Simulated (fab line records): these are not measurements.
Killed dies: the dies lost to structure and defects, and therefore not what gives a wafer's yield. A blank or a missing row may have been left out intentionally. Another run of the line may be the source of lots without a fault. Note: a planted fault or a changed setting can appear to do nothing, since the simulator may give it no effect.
A lot that was struck, set against a sound lot + flow gf180mcu + 14 out of 602 route steps
Sound: these wafers, L143.2, L143.3, L143.4. Wafers struck: L150.1, L150.3, L150.6. Last of all comes the cause.
Order at every step that has rows: each side's tool, ch and its chambers, its first start. Under that, the readings that differ: sound wafers + struck wafers + difference of the means + sigmas: that difference in standard deviations of wafers without a fault.
alike: words and numbers the same on both sides, and readings whose means are apart by under 2 such deviations; not compared: readings that were withheld, readings missing a value for some wafer, numbers with overlapping values and no deviation given by the record, and bounds like >300 which may hide the same value.
A row with sigmas, a row that says differs or no value, or rows on one side alone: a step with any of these is where the two part. When numbers do not overlap yet have no deviation, they are printed without sigmas and do not part them. A reading missing from all wafers of one side parts the sides only when that side holds two or more wafers.

first, 1 step without rows for these wafers: GF_V5_CVD_00 (deposits SiO2, target thk 300 nm, time 50 s).
GF_V5_THK_MEAS_01:
  sound on film metro-02, day 26 10:19; struck on film metro-02, day 29 00:21
  alike: V5_CVD_00_THK
GF_V5_CVD_02: deposits SiO2 from TEOS, target thk 1450 nm, time 163.28 s.
  sound on pecvd-03 ch 0,1,2, day 26 10:22; struck on pecvd-02 ch 0,1, day 29 00:25
  alike: heater power w
GF_V5_THK_MEAS_03:
  sound on film metro-02, day 26 10:28; struck on film metro-01, day 29 00:31
  alike: V5_CVD_02_THK
GF_V5_CMP_04: polishes SiO2.
  sound on cmp-01 ch 0,2,3, day 26 10:50; struck on cmp-01 ch 1,2,3, day 29 00:37
  alike: edge zone pressure frac, motor current A
GF_V5_BOW_MEAS_05:
  sound on film metro-04, day 26 11:06; struck on film metro-04, day 29 00:52
  alike: V5_BOW
then, 6 steps without rows for these wafers: GF_V5_DEHYDRATE_06 (time 60 s); GF_V5_HMDS_07 (prime time 60 s); GF_V5_COAT_08; GF_V5_COAT_09 (resist thk 1000 nm); GF_V5_SOFTBAKE_10 (time 60 s); GF_V5_EXPOSE_11 (exposes mask Via5, target cd 260 nm).
GF_V5_PEB_12: peb time 90 s.
  struck on litho track-04, day 29 19:35; sound on litho track-04 ch 0, day 27 07:31
  no value came back on the struck wafers for chill plate temp C (C), exhaust pa (Pa); on the sound wafers chill plate temp C (C) reads 23.07 23.03 22.99
then, 1 step without rows for these wafers: GF_V5_DEVELOP_13 (develop time 60 s).

WHERE THEY PART
Within this record, at GF_V5_PEB_12 only.

WHY: the cause the simulator had injected
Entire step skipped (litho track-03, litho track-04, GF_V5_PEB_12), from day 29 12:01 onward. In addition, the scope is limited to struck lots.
